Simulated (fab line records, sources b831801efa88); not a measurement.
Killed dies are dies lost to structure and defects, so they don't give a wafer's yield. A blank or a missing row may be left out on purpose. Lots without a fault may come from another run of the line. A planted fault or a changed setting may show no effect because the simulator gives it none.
fab line records | flow sky130
record lots=6 wafers=18 last_day=48
route steps=708 shown VT_ADJUST_LVTN@104 VT_ADJUST_NCORE@119 PAD_OPEN@708
lots that met no fault: from a run of the same line without faults
start_h: hours from the record's first day to the start of the lot's first wafer shown | wait_h: hours since the lot's step before | " the same as in the row above | L1.1+2: a row that stands for several wafers | - no value, or no start given | * or withheld: withheld | < > ~ a bound
route shown NAME@n: a module of which the file shows steps, and the number in the route of the first | usual: mean/standard deviation of fault-free wafers | same: alike in all rows | chamber/n: place in a boat | sites: the reading at each site | _std_site: their standard deviation | _edge_site: outer sites' mean less inner sites' | radius_mm: how far each site lies from the wafer's centre | mask NAME#n: copy n | behind: the tool/chamber that last shaped the wafer | hold: why the lot was held/for how many hours/how that ended | device: the transistor (n, p or np) that didn't switch | end of line: the same wafers' tests at the end of the route | a step without rows: its recipe alone | killed: dies lost to structure and defects at the first sort, not the wafer's yield | map: a wafer's dies, x killed, . not, _ none there
set.NAME: the setting as run; set.NAME@STEP: as run at that earlier step | model.NAME: the simulator's own value behind a step, which no gauge read
lots at some steps of the route; a table a step, a row a wafer
services: from which hour (start_h, from the record's first day; less than 0 if before it) a tool's chamber was out of use, for how many hours, and why
## steps
# step SKY_VT_ADJUST_LVTN_OVL_MEAS_07
# usual VT_ADJUST_LVTN_OVL=-2.0/1.2
# columns lot.wafer tool chamber start_h wait_h VT_ADJUST_LVTN_OVL[nm]
L985.1 overlay-02 - 151.45 - -0.3
L985.4 " - " " 1.0
L985.6 " - " " 0.2
L988.3 overlay-02 - 163.56 - -0.4
L988.4 " - " " -2.0
L988.6 " - " " -2.0
L986.1 overlay-02 - 165.25 - -1.4
L986.4 " - " " -2.6
L986.5 " - " " -1.3
L991.4 overlay-01 - 187.62 - -2.3
L991.5 " - " " -3.7
L991.6 " - " " -3.5
L995.1 overlay-01 - 210.25 - -0.7
L995.3 " - " " -1.4
L995.6 " - " " -1.2
L999.2 overlay-02 - 231.31 - -0.9
L999.4 " - " " -3.0
L999.5 " - " " -0.9
# step SKY_VT_ADJUST_LVTN_IMPLANT_08
# recipe species=B energy_kev=30 dose_cm2=1.57e+12 tilt_deg=withheld
# step SKY_VT_ADJUST_LVTN_STRIP_09
# recipe chemistry=O2/N2 power_w=1400 pressure_mtorr=1500 platen_temp_c=withheld o2_flow_sccm=3000 n2_flow_sccm=300 overash_fraction=0.5
# usual chamber_pressure_mTorr=1500.0/1.5 drypump_motor_current_A=5.8/0.4 oes_product_au=0.722/0.0046 strip_time_to_endpoint_s=36.88/0.1
# columns lot.wafer tool chamber start_h wait_h chamber_pressure_mTorr drypump_motor_current_A oes_product_au rf_hours_counter_h strip_time_to_endpoint_s
L985.1 plasma_asher-04 0 151.63 0.1 1500.8 5.7 0.726 38 36.81
L985.4 " 0 " " 1497.5 5.7 0.726 - 36.70
L985.6 " 0 " " 1499.4 5.7 0.716 - 36.75
L988.3 plasma_asher-01 1 163.77 0.1 1499.9 5.6 0.727 - 37.01
L988.4 " 0 " " 1500.6 6.1 0.720 - 36.97
L988.6 " 0 " " 1498.8 6.1 0.717 - 36.97
L986.1 plasma_asher-01 1 165.43 0.1 1500.1 5.6 0.716 52 36.75
L986.4 " 1 " " 1500.8 5.5 0.711 - 36.89
L986.5 " 0 " " 1499.9 6.1 0.725 - 36.93
L991.4 plasma_asher-01 1 187.82 0.1 1500.0 5.6 0.720 - 36.94
L991.5 " 1 " " 1501.3 5.6 0.728 - 37.01
L991.6 " 0 " " 1500.0 6.1 0.728 - 36.89
L995.1 plasma_asher-01 0 210.44 0.1 1499.2 6.1 0.716 56 37.08
L995.3 " 1 " " 1501.3 5.5 0.718 - 37.01
L995.6 " 0 " " 1499.1 6.1 0.725 - 36.94
L999.2 plasma_asher-04 1 231.49 0.1 1500.3 6.5 0.715 44 37.03
L999.4 " 0 " " 1499.4 5.7 0.721 - 37.08
L999.5 " 0 " " 1503.6 5.7 0.729 - 37.12
# step SKY_VT_ADJUST_LVTN_TW_MEAS_10
# usual VT_ADJUST_LVTN_TW=240/3.7
# columns lot.wafer tool chamber start_h wait_h VT_ADJUST_LVTN_TW
L985.1 film_metro-03 - 151.73 0.1 237
L985.4 " - " " 238
L985.6 " - " " 239
L988.3 film_metro-02 - 163.86 0.1 236
L988.4 " - " " 236
L988.6 " - " " 234
L986.1 film_metro-02 - 165.53 0.1 234
L986.4 " - " " 237
L986.5 " - " " 236
L991.4 film_metro-01 - 187.92 0.1 247
L991.5 " - " " 246
L991.6 " - " " 246
L995.1 film_metro-02 - 210.54 0.1 237
L995.3 " - " " 238
L995.6 " - " " 237
L999.2 film_metro-01 - 231.60 0.1 246
L999.4 " - " " 244
L999.5 " - " " 247
# step SKY_VT_ADJUST_LVTN_DEHYDRATE_11
# recipe temp_c=200 time_s=60
# step SKY_VT_ADJUST_LVTN_HMDS_12
# recipe prime_time_s=60 prime_temp_c=120
# step SKY_VT_ADJUST_LVTN_COAT_13
# recipe resist=NOVOLAK spin_rpm=3000 resist_thk_nm=1140
# step SKY_VT_ADJUST_LVTN_SOFTBAKE_14
# recipe temp_c=90 time_s=60 resist=NOVOLAK
# step SKY_VT_ADJUST_LVTN_EXPOSE_15
# recipe mask_id=HVN_STD_DERIVED na=0.6 source_shape=conventional sigma_outer=0.6 polarization=unpolarized target_cd_nm=600 dose_mj=163
# step SKY_VT_ADJUST_LVTN_PEB_16
# recipe temp_c=withheld time_s=* resist=NOVOLAK
# step SKY_VT_ADJUST_LVTN_DEVELOP_17
# recipe resist=NOVOLAK developer=TMAH develop_time_s=60 dev_temp_c=23
# step SKY_VT_ADJUST_LVTN_OVL_MEAS_18
# usual VT_ADJUST_LVTN_01_OVL=-1.5/1.5
# columns lot.wafer tool chamber start_h wait_h VT_ADJUST_LVTN_01_OVL[nm]
L985.1 overlay-02 - 171.75 0.1 -0.3
L985.4 " - " " 0.6
L985.6 " - " " -0.9
L988.3 overlay-01 - 184.36 0.1 -1.9
L988.4 " - " " -0.4
L988.6 " - " " 1.0
L986.1 overlay-02 - 185.80 0.1 -0.3
L986.4 " - " " -2.0
L986.5 " - " " -0.8
L991.4 overlay-02 - 208.92 0.1 0.0
L991.5 " - " " -0.9
L991.6 " - " " 0.6
L995.1 overlay-01 - 233.74 0.1 -0.3
L995.3 " - " " -0.2
L995.6 " - " " -1.7
L999.2 overlay-01 - 254.91 0.1 -1.8
L999.4 " - " " -3.8
L999.5 " - " " -2.6
# step SKY_VT_ADJUST_LVTN_IMPLANT_19
# recipe species=B energy_kev=30 dose_cm2=6.5e+11 tilt_deg=withheld
# usual beam_energy_keV=29.999/0.0088 beam_on_s=10.00/0.21 dose_ions_cm2=6.501e+11/7e+08 faraday_current_uA=3.67/0.074
# columns lot.wafer tool chamber start_h wait_h beam_energy_keV beam_on_s dose_ions_cm2 faraday_current_uA
L985.1 implanter-03 0 171.79 0.0 29.996 10.25 6.507e+11 3.57
L985.4 " 0 " " 30.013 9.88 6.501e+11 3.72
L985.6 " 0 " " 29.996 10.06 6.503e+11 3.67
L988.3 implanter-01 0 184.43 0.1 30.008 10.00 6.489e+11 3.67
L988.4 " 0 " " 30.001 10.13 6.496e+11 3.61
L988.6 " 0 " " 29.991 10.49 6.51e+11 3.50
L986.1 implanter-01 0 185.84 0.0 30.014 9.88 8.208e+11 4.68
L986.4 " 0 " " 29.985 10.13 8.204e+11 4.59
L986.5 " 0 " " 29.989 9.96 8.205e+11 4.66
L991.4 implanter-01 0 209.01 0.1 29.995 9.43 8.214e+11 4.90
L991.5 " 0 " " 29.999 9.92 8.214e+11 4.65
L991.6 " 0 " " 30.002 10.26 8.207e+11 4.51
L995.1 implanter-03 0 233.78 0.0 30.003 9.85 6.494e+11 3.72
L995.3 " 0 " " 29.988 9.84 6.497e+11 3.72
L995.6 " 0 " " 29.988 10.00 6.508e+11 3.66
L999.2 implanter-02 0 254.96 0.0 29.998 9.78 6.499e+11 3.74
L999.4 " 0 " " 29.997 10.28 6.51e+11 3.56
L999.5 " 0 " " 29.999 10.12 6.49e+11 3.63
# step SKY_VT_ADJUST_LVTN_STRIP_20
# recipe chemistry=O2/N2 power_w=1400 pressure_mtorr=1500 platen_temp_c=withheld o2_flow_sccm=3000 n2_flow_sccm=300 overash_fraction=0.5
# usual chamber_pressure_mTorr=1499.8/1.6 drypump_motor_current_A=5.9/0.41 oes_product_au=0.715/0.0047 strip_time_to_endpoint_s=14.18/0.046
# columns lot.wafer tool chamber start_h wait_h chamber_pressure_mTorr drypump_motor_current_A oes_product_au rf_hours_counter_h strip_time_to_endpoint_s
L985.1 plasma_asher-01 0 171.94 0.1 1500.9 6.1 0.721 52 14.15
L985.4 " 1 " " 1498.3 5.6 0.715 - 14.22
L985.6 " 1 " " 1499.3 5.6 0.717 - 14.21
L988.3 plasma_asher-01 1 184.56 0.1 1499.7 5.6 0.718 - 14.25
L988.4 " 0 " " 1500.6 6.1 0.719 - 14.23
L988.6 " 1 " " 1497.4 5.6 0.716 - 14.22
L986.1 plasma_asher-04 1 185.99 0.1 1500.8 6.6 0.707 40 14.15
L986.4 " 1 " " 1497.3 6.6 0.722 - 14.16
L986.5 " 0 " " 1499.8 5.7 0.709 - 14.12
L991.4 plasma_asher-04 1 209.12 0.1 1499.7 6.5 0.714 - 14.10
L991.5 " 0 " " 1501.4 5.7 0.718 - 14.11
L991.6 " 1 " " 1500.1 6.6 0.714 - 14.13
L995.1 plasma_asher-04 1 233.93 0.1 1498.4 6.5 0.718 45 14.11
L995.3 " 1 " " 1496.7 6.6 0.715 - 14.13
L995.6 " 0 " " 1501.3 5.7 0.715 - 14.11
L999.2 plasma_asher-01 1 255.09 0.1 1501.0 5.6 0.715 60 14.10
L999.4 " 0 " " 1500.3 6.2 0.707 - 14.10
L999.5 " 0 " " 1500.8 6.2 0.714 - 14.11
# step SKY_VT_ADJUST_LVTN_TW_MEAS_21
# usual VT_ADJUST_LVTN_2_TW=189/3.2
# columns lot.wafer tool chamber start_h wait_h VT_ADJUST_LVTN_2_TW
L985.1 film_metro-02 - 172.04 0.1 185
L985.4 " - " " 184
L985.6 " - " " 185
L988.3 film_metro-02 - 184.65 0.1 185
L988.4 " - " " 184
L988.6 " - " " 186
L986.1 film_metro-03 - 186.09 0.1 198
L986.4 " - " " 198
L986.5 " - " " 199
L991.4 film_metro-03 - 209.22 0.1 198
L991.5 " - " " 197
L991.6 " - " " 199
L995.1 film_metro-01 - 234.03 0.1 191
L995.3 " - " " 191
L995.6 " - " " 191
L999.2 film_metro-01 - 255.20 0.1 192
L999.4 " - " " 192
L999.5 " - " " 191
# step SKY_VT_ADJUST_NCORE_DEHYDRATE_00
# recipe temp_c=200 time_s=60
# step SKY_PAD_OPEN_PROBE_99
# usual killed_at_M0_to_M3=44/7.4 killed_at_M4_up=3.0/1.6 killed_at_contacts=24/5 killed_at_front_end=15/4.6 killed_at_other=0.4/0.65 killed_dies=86/9.6 killed_open=48/7.4 killed_short=38/6.9
# same gross_dies=492 killed_at_back_side=0
# columns lot.wafer tool chamber start_h wait_h killed_at_M0_to_M3 killed_at_M4_up killed_at_contacts killed_at_front_end killed_at_other killed_dies killed_open killed_short model.etest.res_pwell_under_gate.rs_ohm_sq model.etest.nfet_g5v0d10v5.body_rise_v model.etest.nfet_16v.body_rise_v model.etest.nfet_g5v0d10v5.vt_sat_v model.etest.nfet_g5v0d10v5.vt_v
L985.1 prober-02 - 1093.15 0.1 38 5 29 14 0 86 47 39 2317 0.6829 0.6765 0.7733 0.8328
L985.4 prober-02 - 1093.30 0.2 50 2 24 19 0 95 53 41 2317 0.6799 0.6719 0.7608 0.8197
L985.6 prober-02 - 1093.40 0.2 44 0 26 15 0 85 43 42 2298 0.6735 0.6683 0.7685 0.8248
L988.3 prober-01 - 1100.01 0.2 42 3 28 9 2 84 50 33 2293 0.6673 0.6611 0.7604 0.8155
L988.4 prober-01 - 1100.06 0.2 40 2 25 17 0 84 47 37 2282 0.6761 0.6699 0.7677 0.8249
L988.6 prober-01 - 1100.16 0.2 50 3 24 16 0 93 55 38 2277 0.6678 0.6651 0.7699 0.8272
L986.1 prober-02 - 1107.96 0.1 45 1 24 9 0 79 49 30 2255 0.6954 0.6885 0.7845 0.84
L986.4 prober-02 - 1108.11 0.2 54 6 20 14 0 94 58 36 2257 0.7025 0.6981 0.7946 0.854
L986.5 prober-02 - 1108.16 0.2 40 2 18 16 0 76 47 29 2261 0.6923 0.6841 0.778 0.8309
L995.1 prober-02 - 1133.69 0.1 55 2 29 16 1 103 53 49 2292 0.6687 0.6644 0.7588 0.8171
L995.3 prober-02 - 1133.79 0.2 47 1 29 8 0 85 44 40 2282 0.6744 0.6679 0.7538 0.8098
L995.6 prober-02 - 1133.94 0.2 52 2 20 7 0 81 38 43 2310 0.6739 0.6697 0.7654 0.8248
L999.2 prober-01 - 1151.16 0.1 51 1 24 22 0 98 56 42 2276 0.6792 0.676 0.7618 0.8238
L999.4 prober-01 - 1151.26 0.2 46 2 27 18 0 93 49 44 2260 0.6763 0.6678 0.7629 0.8205
L999.5 prober-01 - 1151.31 0.2 43 5 24 25 1 98 51 46 2280 0.6716 0.6659 0.7476 0.8091
# killed by level:class
L985.1 CONTACT:geometric_particle:open=12 VIA1:geometric_particle:open=10 FIELD_ISO:geometric_particle:short=8 LI_CONTACT:geometric_particle:open=6 VIA3:geometric_particle:open=6 VIA1:geometric_particle:short=6 CONTACT:geometric_particle:short=5 VIA2:geometric_particle:open=5
L985.4 CONTACT:geometric_particle:open=12 VIA2:geometric_particle:open=10 VIA3:geometric_particle:open=10 VIA1:geometric_particle:open=8 METAL1:geometric_particle:short=6 POLY_GATE:geometric_particle:open=5 CONTACT:geometric_particle:short=5 POLY_GATE:geometric_particle:short=4
L985.6 CONTACT:geometric_particle:open=12 VIA3:geometric_particle:open=9 METAL1:geometric_particle:short=8 VIA1:geometric_particle:short=6 POLY_GATE:geometric_particle:short=5 LI_CONTACT:geometric_particle:open=5 CONTACT:geometric_particle:short=5 VIA1:geometric_particle:open=5
L988.3 LI_CONTACT:geometric_particle:open=13 VIA1:geometric_particle:open=13 CONTACT:geometric_particle:short=7 VIA3:geometric_particle:open=7 CONTACT:geometric_particle:open=5 METAL3:geometric_particle:short=4 FIELD_ISO:geometric_particle:open=3 METAL2:geometric_particle:short=3
L988.4 LI_CONTACT:geometric_particle:open=10 CONTACT:geometric_particle:open=9 VIA1:geometric_particle:open=8 POLY_GATE:geometric_particle:short=6 VIA3:geometric_particle:open=6 FIELD_ISO:geometric_particle:open=5 VIA3:geometric_particle:short=5 METAL3:geometric_particle:short=5
L988.6 VIA2:geometric_particle:open=14 VIA3:geometric_particle:open=10 LI_CONTACT:geometric_particle:open=8 CONTACT:geometric_particle:open=8 FIELD_ISO:geometric_particle:open=6 METAL1:geometric_particle:short=6 VIA1:geometric_particle:open=5 VIA1:geometric_particle:short=5
L986.1 VIA1:geometric_particle:open=17 LI_CONTACT:geometric_particle:open=7 CONTACT:geometric_particle:open=7 VIA2:geometric_particle:open=6 CONTACT:geometric_particle:short=6 VIA1:geometric_particle:short=6 METAL1:geometric_particle:short=4 VIA3:geometric_particle:open=4
L986.4 VIA1:geometric_particle:open=18 VIA2:geometric_particle:open=11 CONTACT:geometric_particle:open=10 METAL1:geometric_particle:short=6 FIELD_ISO:geometric_particle:open=5 LOCAL_INTERCONNECT:geometric_particle:short=5 METAL4:geometric_particle:short=5 FIELD_ISO:geometric_particle:short=4
L986.5 VIA1:geometric_particle:open=12 LI_CONTACT:geometric_particle:open=7 VIA3:geometric_particle:open=7 FIELD_ISO:geometric_particle:open=4 POLY_GATE:geometric_particle:open=4 METAL3:geometric_particle:short=4 POLY_GATE:geometric_particle:short=3 LI_CONTACT:geometric_particle:short=3
L995.1 VIA1:geometric_particle:open=12 METAL2:geometric_particle:short=9 VIA1:geometric_particle:short=8 VIA2:geometric_particle:open=8 LI_CONTACT:geometric_particle:open=7 CONTACT:geometric_particle:open=7 CONTACT:geometric_particle:short=6 VIA3:geometric_particle:open=6
L995.3 VIA1:geometric_particle:open=10 LI_CONTACT:geometric_particle:open=9 CONTACT:geometric_particle:open=8 VIA2:geometric_particle:open=8 VIA1:geometric_particle:short=7 METAL1:geometric_particle:short=5 LOCAL_INTERCONNECT:geometric_particle:short=4 CONTACT:geometric_particle:short=4
L995.6 METAL1:geometric_particle:short=8 VIA3:geometric_particle:open=7 VIA1:geometric_particle:open=7 VIA2:geometric_particle:open=7 CONTACT:geometric_particle:open=6 CONTACT:geometric_particle:short=6 METAL2:geometric_particle:short=5 VIA2:geometric_particle:short=5
L999.2 VIA1:geometric_particle:open=17 FIELD_ISO:geometric_particle:open=8 LI_CONTACT:geometric_particle:open=7 CONTACT:geometric_particle:open=6 VIA1:geometric_particle:short=6 VIA2:geometric_particle:open=6 LOCAL_INTERCONNECT:geometric_particle:short=5 VIA3:geometric_particle:open=5
L999.4 VIA3:geometric_particle:open=11 VIA1:geometric_particle:open=11 CONTACT:geometric_particle:short=8 VIA2:geometric_particle:open=7 CONTACT:geometric_particle:open=6 FIELD_ISO:geometric_particle:short=5 POLY_GATE:geometric_particle:open=5 LI_CONTACT:geometric_particle:open=5
L999.5 VIA1:geometric_particle:open=12 FIELD_ISO:geometric_particle:short=8 VIA3:geometric_particle:open=8 LI_CONTACT:geometric_particle:open=8 CONTACT:geometric_particle:open=8 FIELD_ISO:geometric_particle:open=6 POLY_GATE:geometric_particle:open=4 LOCAL_INTERCONNECT:geometric_particle:short=4
## services
# columns tool chamber start_h hours kind
implanter-01 - 145.94 8.5 repair
plasma_asher-04 - 159.66 7.4 repair
implanter-03 - 160.99 2.7 repair
implanter-01 - 175.72 1.3 repair
implanter-03 - 203.15 8.2 repair
implanter-03 - 210.82 2.6 repair
implanter-03 - 213.37 5.0 pm
plasma_asher-04 - 217.21 5.9 repair
## key
first_sign step=SKY_VT_ADJUST_LVTN_IMPLANT_19 reading=dose_ions_cm2 direction=up sigmas=99+ usual=* struck=*
effect step=SKY_VT_ADJUST_LVTN_IMPLANT_19 reading=faraday_current_uA direction=up sigmas=13 usual=3.67 struck=4.66
effect step=SKY_VT_ADJUST_LVTN_TW_MEAS_21 reading=VT_ADJUST_LVTN_2_TW direction=up sigmas=2.8 usual=189 struck=198
model_effect step=SKY_PAD_OPEN_PROBE_99 value=etest.res_pwell_under_gate.rs_ohm_sq without=2288 struck=2258
met_at SKY_VT_ADJUST_LVTN_IMPLANT_19
struck_wafers L986.1,L986.4,L986.5,L991.4,L991.5,L991.6
rows_end L991.4,L991.5,L991.6
tester_left_out L986
onset_between 184.43 185.84
fault kind=process_parameter_drift tool=implanter-01 chamber=- onset_h=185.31 steps=SKY_VT_ADJUST_LVTN_IMPLANT_19 channel=dose_cm2 offset=* shape=step end_h=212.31 acts_in=* stated=*
# tester_left_out: of these lots the tester's yield and bins aren't shown, on N5 and GAA mostly nor the transistor test; their killed dies are dies lost to structure and defects alone, not to doping, threshold or leakage, so they don't give the yield
# rows_end: these wafers met a further fault down the route, and their rows from its step on are left out
